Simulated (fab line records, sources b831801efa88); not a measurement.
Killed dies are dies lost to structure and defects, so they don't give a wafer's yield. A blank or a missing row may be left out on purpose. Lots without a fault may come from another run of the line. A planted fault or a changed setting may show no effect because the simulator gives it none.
Chamber matching | flow sky130 | SKY_CONTACT_ETCH_16 on rie_diel-04: 4 sister chambers
The step etches BARC in N2/H2, stops on SiO2, time 45.9 s, target depth 60 nm. 16 wafers are shown with their chamber, then 8 later ones without.

WAFERS WITH THEIR CHAMBER
wafer  | chamber | drypump_motor_current_A (A) | bias_w (W) | oes_product_au (a.u.)
L276.1 | 2       | 5.59                        | 100.72     | 0.846
L276.4 | 1       | 5.52                        | 100.16     | 0.858
L276.6 | 1       | 5.49                        | 100.08     | 0.851
L277.1 | 0       | 5.96                        | 99.80      | 0.854
L277.2 | 2       | 5.61                        | 100.03     | 0.849
L277.5 | 0       | 5.97                        | 99.89      | 0.850
L279.1 | 1       | 5.49                        | 99.90      | 0.853
L279.5 | 0       | 5.98                        | 99.31      | 0.853
L279.6 | 3       | 5.82                        | 100.02     | 0.856
L280.1 | 2       | 5.58                        | 100.71     | 0.852
L280.3 | 1       | 5.49                        | 99.94      | 0.849
L280.5 | 0       | 5.99                        | 99.96      | 0.855
L282.1 | 0       | 5.98                        | 99.37      | 0.848
L282.2 | 1       | 5.49                        | 99.44      | 0.850
L282.4 | 2       | 5.58                        | 99.97      | 0.855
L287.1 | 0       | 5.96                        | 99.88      | 0.860

SIGNATURES (means of the wafers above)
reading                 | chamber 0 | chamber 1 | chamber 2 | chamber 3 | scatter within a chamber
drypump_motor_current_A | 5.9733    | 5.4960    | 5.5900    | 5.8200    | 0.0131
bias_w                  | 99.7017   | 99.9040   | 100.3575  | 100.0200  | 0.321
oes_product_au          | 0.85333   | 0.85220   | 0.85050   | 0.85600   | 0.00391
Rule: a wafer's distance from a chamber is the root of the sum, over the readings, of the square of ((its reading less the chamber's mean) divided by the reading's scatter). The wafer belongs to the nearest chamber; if the next one is less than 2 further off, it can't be placed. The scatter: the root of (the sum of the squares of (reading less its chamber's mean) over the shown wafers, divided by (wafers less chambers)).

WAFERS WITHOUT THEIR CHAMBER
wafer  | drypump_motor_current_A (A) | bias_w (W) | oes_product_au (a.u.)
L287.5 | 5.59                        | 100.23     | 0.850
L287.6 | 5.49                        | 99.33      | 0.856
L289.1 | 5.80                        | 99.61      | 0.861
L289.2 | 5.60                        | 99.81      | 0.860
L289.3 | 5.97                        | 100.10     | 0.855
L291.1 | 5.82                        | 99.84      | 0.863
L291.3 | 5.47                        | 100.10     | 0.857
L291.6 | 5.98                        | 100.07     | 0.862

WHICH CHAMBER EACH WENT THROUGH
wafer  | from the rows above | in truth
L287.5 | 2                   | 2
L287.6 | 1                   | 1
L289.1 | 3                   | 3
L289.2 | 2                   | 2
L289.3 | 0                   | 0
L291.1 | 3                   | 3
L291.3 | 1                   | 1
L291.6 | 0                   | 0
Placed correctly: 8 of 8. Can't be placed from these rows: 0. Placed wrongly: 0.
